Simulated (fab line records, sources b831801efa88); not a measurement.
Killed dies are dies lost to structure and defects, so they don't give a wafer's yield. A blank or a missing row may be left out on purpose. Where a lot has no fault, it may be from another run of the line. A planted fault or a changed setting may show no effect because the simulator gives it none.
Matching of chambers / flow gf180mcu / 3 sister chambers for GF_V1_CVD_02 on pecvd-01
The step deposits SiO2 from TEOS, target thk 850 nm, time 94.851 s. 3 wafers are shown with their chamber, then 8 later ones without.

== WAFERS, EACH WITH ITS CHAMBER ==
wafer=L509.2; chamber=2; heater_power_w (W)=567
wafer=L509.3; chamber=1; heater_power_w (W)=636
wafer=L510.2; chamber=0; heater_power_w (W)=635

== WAFERS WITHOUT THEIR CHAMBER ==
wafer=L510.4; heater_power_w (W)=494
wafer=L510.6; heater_power_w (W)=613
wafer=L516.1; heater_power_w (W)=532
wafer=L516.4; heater_power_w (W)=620
wafer=L516.6; heater_power_w (W)=514
wafer=L518.3; heater_power_w (W)=590
wafer=L518.5; heater_power_w (W)=532
wafer=L518.6; heater_power_w (W)=506

== EACH ONE'S CHAMBER ==
wafer=L510.4; from the rows above=can't be placed: 2 or 0 or 1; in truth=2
wafer=L510.6; from the rows above=can't be placed: 0 or 1 or 2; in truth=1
wafer=L516.1; from the rows above=can't be placed: 2 or 0 or 1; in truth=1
wafer=L516.4; from the rows above=can't be placed: 0 or 1 or 2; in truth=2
wafer=L516.6; from the rows above=can't be placed: 2 or 0 or 1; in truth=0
wafer=L518.3; from the rows above=can't be placed: 2 or 0 or 1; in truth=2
wafer=L518.5; from the rows above=can't be placed: 2 or 0 or 1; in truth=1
wafer=L518.6; from the rows above=can't be placed: 2 or 0 or 1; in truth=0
Correctly placed: 0 of 8. Cannot be placed on the basis of these rows: 8; the candidates contain the true chamber in 8. Wrongly placed: 0.
How it was worked out, from the rows above alone: a wafer's distance from a chamber is the root of the sum, over the readings, of the square of ((its reading less the chamber's mean) divided by the reading's scatter). If the next closest chamber is less than 2 further off than the closest, the wafer can't be placed; otherwise it belongs to the closest. A chamber's mean is the mean of its shown wafers. The scatter: with one shown wafer a chamber, the root of the mean of the squares of how far each hidden wafer lies from its nearest shown one.
